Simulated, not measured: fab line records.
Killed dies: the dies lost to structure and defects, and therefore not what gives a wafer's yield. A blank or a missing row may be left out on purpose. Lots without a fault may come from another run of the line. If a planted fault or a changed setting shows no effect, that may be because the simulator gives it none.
8D (eight disciplines) problem report, filled in by code + flow sky130 + the parts of the form that need people (team, actions taken, sign-off) are left out

## 1. WHAT WENT WRONG
Wafers with no fault read 3.1 with a standard deviation of 2, whereas killed_at_M4_up at SKY_PAD_OPEN_PROBE_99 reads a mean of 105.0 on 1 wafer of 1 lot. Measured from the usual mean, that is +51 standard deviations.
Seen first at day 48 13:52 on prober-01, wafer L448.5. At this step, 33 wafers from 11 lots have a number in the record. Rule for "out", or "out of limits": more than 4 standard deviations from the usual mean. The rest of the wafers with a number are treated as sound.

## 2. WHAT IT IS, AND WHAT IT ISN'T
| question                    | is                                                                                                                            | is not                                                                                       |
|-----------------------------|-------------------------------------------------------------------------------------------------------------------------------|----------------------------------------------------------------------------------------------|
| which readings at this step | killed_at_M4_up, defectLimitedYield, killedDies, killedOnRim, sort_bin_5_function, sort_bin_6_memory, sortNPass, sortYieldPct | killed_at_M0_to_M3, killedAtContacts, killedAtFrontEnd, killedOpen, killedShort              |
| which lots                  | L448                                                                                                                          | L439, L440, L441, L442, L443, L454, L455, L457, L459, L461                                   |
| which wafers of those lots  | L448.5                                                                                                                        | L448.2, L448.4                                                                               |
| read on which tools         | prober-01                                                                                                                     | prober-02                                                                                    |
| when                        | from day 48 13:52                                                                                                             | up to then (17 sound wafers); but 15 sound wafers of L454, L455, L457, L459, L461 came after |

## 3. WHAT RULES OUT EACH SUSPECT
Counting: if a tool at a process step up to the reading ran every lot that is out, it stays a suspect. Sound lots after the first of them don't rule it out here, since some wafers of a struck lot are sound.
- cmp-02 at SKY_VIA4_CMP_21 (polishes, stops on SiO2, t overpolish 25 s, target thk 0 nm): kept. It ran the lot that is out, L448 (day 45 20:56); its last sound lot up to then is L443 (day 44 15:26).
- pvdSputter-03 at SKY_METAL5_SPUTTER_00 (material Ti, target thk 15 nm, time 10 s): kept. It ran the lot that is out, L448 (day 45 21:14); its last sound lot up to then is L443 (day 44 15:41).
- rieMetal-02 at SKY_METAL5_DESCUM_14 (chemistry O2, time 11 s): kept. It ran the lot that is out, L448 (day 46 18:32); its last sound lot up to then is L441 (day 45 00:26).
- plasmaAsher-02 at SKY_PAD_OPEN_STRIP_08 (strips in O2/N2): kept. It ran the lot that is out, L448 (day 48 11:24); its last sound lot up to then is L443 (day 47 07:14).
- prober-01 at SKY_PAD_OPEN_PROBE_99: kept. It ran the lot that is out, L448 (day 48 13:43); its last sound lot up to then is L443 (day 47 09:29). Its own readings are out on those wafers: defectLimitedYield, killed_at_M4_up, killedDies, killedOnRim, sort_bin_5_function, sort_bin_6_memory, sortNPass, sortYieldPct.
- At SKY_VIA4_CMP_21, inside cmp-02: chamber 1 took the wafers that are out, while their sound lot-mates went through chambers 0, 2.
- Within rieMetal-02 at SKY_METAL5_DESCUM_14, the wafers that are out were processed in chamber 1 and their sound lot-mates in chamber 0.
Left after counting: cmp-02 at SKY_VIA4_CMP_21, pvdSputter-03 at SKY_METAL5_SPUTTER_00, rieMetal-02 at SKY_METAL5_DESCUM_14, plasmaAsher-02 at SKY_PAD_OPEN_STRIP_08, prober-01 at SKY_PAD_OPEN_PROBE_99.

## 4. THE CAUSE (what the simulator had put in)
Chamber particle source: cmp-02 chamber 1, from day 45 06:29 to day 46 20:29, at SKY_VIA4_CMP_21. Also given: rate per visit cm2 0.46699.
Of the 5 suspects that counting leaves, this tool is one.

## 5. SEQUENCE OF EFFECTS, ordered by route
Each row: a reading whose mean over the struck wafers that have a number lies more than 3 standard deviations from the usual. Only readings for which the record gives a usual standard deviation are gone through. hours: the time from each lot's start at the first step in this table that gives one to its start at this step, as a median over the lots. sigmas: the change in usual standard deviations.
| hours | step                  | reading             | usual  | on struck wafers | change | sigmas |
|-------|-----------------------|---------------------|--------|------------------|--------|--------|
| 0     | SKY_PAD_OPEN_PROBE_99 | defectLimitedYield  | 82.8 % | 61.6             | -21.2  | -11    |
| 0     | SKY_PAD_OPEN_PROBE_99 | killed_at_M4_up     | 3.1    | 105.0            | +101.9 | +51    |
| 0     | SKY_PAD_OPEN_PROBE_99 | killedAtOther       | 0.2    | 2.0              | +1.8   | +3.8   |
| 0     | SKY_PAD_OPEN_PROBE_99 | killedDies          | 85     | 189              | +104   | +11    |
| 0     | SKY_PAD_OPEN_PROBE_99 | killedOnRim         | 17     | 39               | +22    | +5.2   |
| 0     | SKY_PAD_OPEN_PROBE_99 | sort_bin_5_function | 10.3 % | 22.8             | +12.5  | +7.8   |
| 0     | SKY_PAD_OPEN_PROBE_99 | sort_bin_6_memory   | 6.1 %  | 13.6             | +7.5   | +7.7   |
| 0     | SKY_PAD_OPEN_PROBE_99 | sortNPass           | 407    | 303              | -104   | -11    |
| 0     | SKY_PAD_OPEN_PROBE_99 | sortYieldPct        | 82.8 % | 61.6             | -21.2  | -11    |
The process steps in it:
- SKY_PAD_OPEN_PROBE_99

## 6. WHAT WOULD HAVE CAUGHT IT SOONER
In this record the first reading out of limits was taken at day 48 13:52, 79 hours after the fault began at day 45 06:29.
Of the tool readings at SKY_VIA4_CMP_21 for which the record gives a usual standard deviation, none was out on any struck wafer, so an alarm limit of 4 standard deviations on them would not have fired.
By day 48 13:52, every lot that is out (1) had started SKY_VIA4_CMP_21 on cmp-02. None of them would have been spared by holding the tool at that moment.
